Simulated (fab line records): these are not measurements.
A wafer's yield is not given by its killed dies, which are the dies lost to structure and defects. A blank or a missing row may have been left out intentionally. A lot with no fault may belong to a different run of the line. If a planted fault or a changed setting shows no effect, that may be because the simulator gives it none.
A lot that was struck, set against a sound lot / flow sky130 / 15 out of 708 route steps
Sound: these wafers, L328.2, L328.5, L328.6. Struck: wafers L338.1, L338.5. (L338.4 of the same lot was not struck and is left out.) The cause comes at the end.
For every step that has rows: the tool of each side, followed by ch and its chambers, followed by its first start. Under that, the readings that differ: sound wafers / struck wafers / difference of the means / sigmas: that difference in standard deviations of wafers without a fault.
alike: words and numbers the same on both sides, and readings whose means are apart by under 2 such deviations; not compared: readings that were withheld, readings missing a value for some wafer, numbers with overlapping values and no deviation given by the record, and bounds like >300 which may hide the same value.
Wherever a step has rows on one side only, a row that says differs or no value, or a row with sigmas, the two part there. Numbers that don't overlap but have no deviation are shown without sigmas and don't part them. Lack of a reading on every wafer of one side parts them only where that side has two or more wafers.

SKY_VIA3_ETCH_14: etches BARC in N2/H2, stops on SiO2, time 45.9 s, target depth 60 nm.
  sound on rie_diel-02 ch 0,1, day 44 21:54; struck on rie_diel-01 ch 0, day 47 11:03
  alike: drypump_motor_current_A, oes_product_au, throttle_valve_pct
  not compared: rf_hours_counter_h
then, 1 step without rows for these wafers: SKY_VIA3_ETCH_15 (etches SiO2 in C4F8/O2/Ar, stops on TiN, target depth 507 nm, time 78 s).
SKY_VIA3_STRIP_16: strips in O2/N2.
  sound on plasma_asher-01 ch 0,1, day 44 22:00; struck on plasma_asher-01 ch 0, day 47 11:09
  alike: drypump_motor_current_A, oes_product_au, strip_time_to_endpoint_s
  not compared: rf_hours_counter_h
then, 4 steps without rows for these wafers: SKY_VIA3_STRIP_17 (strips in post etch residue remover, time 1200 s); SKY_VIA3_CLEAN_18 (cleans in IPA, time 180 s); SKY_VIA3_CLEAN_19 (cleans in O3/DIW); SKY_VIA3_SPUTTER_20 (material TiN, target thk 20 nm, time 80 s).
SKY_VIA3_CVD_21: deposits W, target thk 390 nm, time 117.31 s.
  sound on cvd_w-02 ch 0,1, day 44 22:40; struck on cvd_w-02 ch 0,1, day 47 11:51
  alike: heater_power_w
SKY_VIA3_RS_MEAS_22: measurement is done with a four-point probe.
  sound on film_metro-04 at day 44 22:48; struck on film_metro-01 at day 47 11:58
  alike: VIA3_W_RS
SKY_VIA3_THK_MEAS_23: measures by xrf.
  sound on film_metro-04 at day 44 22:55; struck on film_metro-01 at day 47 12:05
  alike: VIA3_W_THK
SKY_VIA3_CMP_24: polishes, stops on SiO2, t overpolish 20 s, target thk 0 nm.
  sound on cmp-01 ch 1,2,3, day 44 23:07; struck on cmp-02 ch 2, day 47 12:09
  alike: head_pressure_psi, motor_current_A, overpolish_run_s, slurry_filter_dp_kPa, time_to_endpoint_s
SKY_METAL4_SPUTTER_00: material Ti, target thk 15 nm, time 10 s.
  sound on pvd_sputter-02 at day 44 23:16; struck on pvd_sputter-02 at day 47 12:27
  alike: cathode_dc_power_W, throttle_valve_pct
SKY_METAL4_SPUTTER_01: material TiN, target thk 20 nm, time 16.7 s.
  sound on pvd_sputter-02 at day 44 23:17; struck on pvd_sputter-02 at day 47 12:28
reading=model.TiN_of_METAL4_SPUTTER_01.thk_nm (nm); sound=20.07 19.97 20.09; struck=34.48 34.44; difference=+14.42; sigmas=
  alike: cathode_dc_power_W, throttle_valve_pct
then, 1 step without rows for these wafers: SKY_METAL4_SPUTTER_02 (material AlCu, target thk 735 nm, time 39.1 s).
-- the record jumps here: 5 days lie between the struck wafers' starts before and after (it left off in module METAL4 and takes up again in module PAD_OPEN, whose first step shown is number 708 of the route) --
SKY_PAD_OPEN_PROBE_99:
  sound on prober-02 at day 50 13:21; struck on prober-01 at day 52 11:25
reading=killed_at_front_end; sound=9 8 8; struck=22 17; difference=+11; sigmas=+2
  alike: defect_limited_yield, killed_at_M0_to_M3, killed_at_M4_up, killed_at_contacts, killed_at_other, killed_dies, killed_open, killed_short, sort_bin_3_pad_short, sort_bin_5_function, sort_bin_6_memory, sort_n_pass, sort_yield_pct

WHERE THEY PART
At SKY_PAD_OPEN_PROBE_99 and nowhere else, as far as this record goes.

WHY: what the simulator had put in
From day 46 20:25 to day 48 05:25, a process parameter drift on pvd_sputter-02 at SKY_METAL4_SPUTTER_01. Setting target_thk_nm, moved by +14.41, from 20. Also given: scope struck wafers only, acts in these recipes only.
